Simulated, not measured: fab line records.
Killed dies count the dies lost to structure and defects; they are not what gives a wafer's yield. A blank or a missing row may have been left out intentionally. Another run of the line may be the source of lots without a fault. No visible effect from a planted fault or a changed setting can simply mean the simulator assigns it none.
Matching of chambers    flow sky130    4 sister chambers for SKY_LI_CONTACT_ETCH_14 on rie-diel-01
The step etches BARC in N2/H2, stops on SiO2, time 45.9 s, target depth 60 nm. 14 wafers are shown with their chamber, then 6 later ones without.

== WAFERS PAIRED WITH THEIR CHAMBERS ==
wafer   chamber  drypump-motor-current-A (A)  rf-fwd-power-W (W)  oes-product-au (a.u.)
L483.1  3        5.4                          494.5               0.851
L483.3  1        5.3                          492.7               0.856
L483.6  3        5.4                          493.3               0.847
L484.1  0        5.7                          495.8               0.856
L484.4  2        6.0                          497.1               0.860
L484.6  1        5.3                          492.5               0.860
L486.1  2        6.0                          500.4               0.856
L486.3  3        5.4                          496.9               0.848
L486.5  3        5.3                          494.5               0.851
L492.3  3        5.3                          495.6               0.862
L492.5  2        6.0                          496.6               0.856
L498.1  1        5.4                          492.0               0.858
L498.3  3        5.4                          498.9               0.850
L498.5  2        6.0                          495.1               0.862

SIGNATURES, as means of the wafers listed above
reading                  chamber 0  chamber 1  chamber 2  chamber 3  scatter within a chamber
drypump-motor-current-A  5.700      5.333      6.000      5.367      0.0447
rf-fwd-power-W           495.800    492.400    497.300    495.617    1.88
oes-product-au           0.85600    0.85800    0.85850    0.85150    0.00425
Rule: distance of a wafer from a chamber = root of the sum over the readings of ((wafer's reading minus chamber's mean) / reading's scatter) squared. If the next closest chamber is less than 2 further off than the closest, the wafer can't be placed; otherwise it belongs to the closest. The scatter is the square root of a quotient: the sum, over the shown wafers, of each reading's squared deviation from its chamber's mean, divided by wafers minus chambers.

== WAFERS WITH NO CHAMBER GIVEN ==
wafer   drypump-motor-current-A (A)  rf-fwd-power-W (W)  oes-product-au (a.u.)
L499.2  5.2                          495.0               0.849
L499.5  5.3                          492.3               0.850
L499.6  6.0                          495.5               0.854
L501.2  6.0                          497.0               0.856
L501.4  5.3                          494.9               0.850
L501.5  6.0                          494.1               0.846

== WHICH CHAMBER EACH WENT THROUGH ==
wafer   from the rows above      in truth
L499.2  can't be placed: 3 or 1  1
L499.5  can't be placed: 1 or 3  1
L499.6  2                        2
L501.2  2                        2
L501.4  can't be placed: 3 or 1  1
L501.5  2                        2
Correct placement for 3 of the 6. Not placeable from these rows: 3 (in 3, the candidates include the true chamber). Placed wrongly: 0.
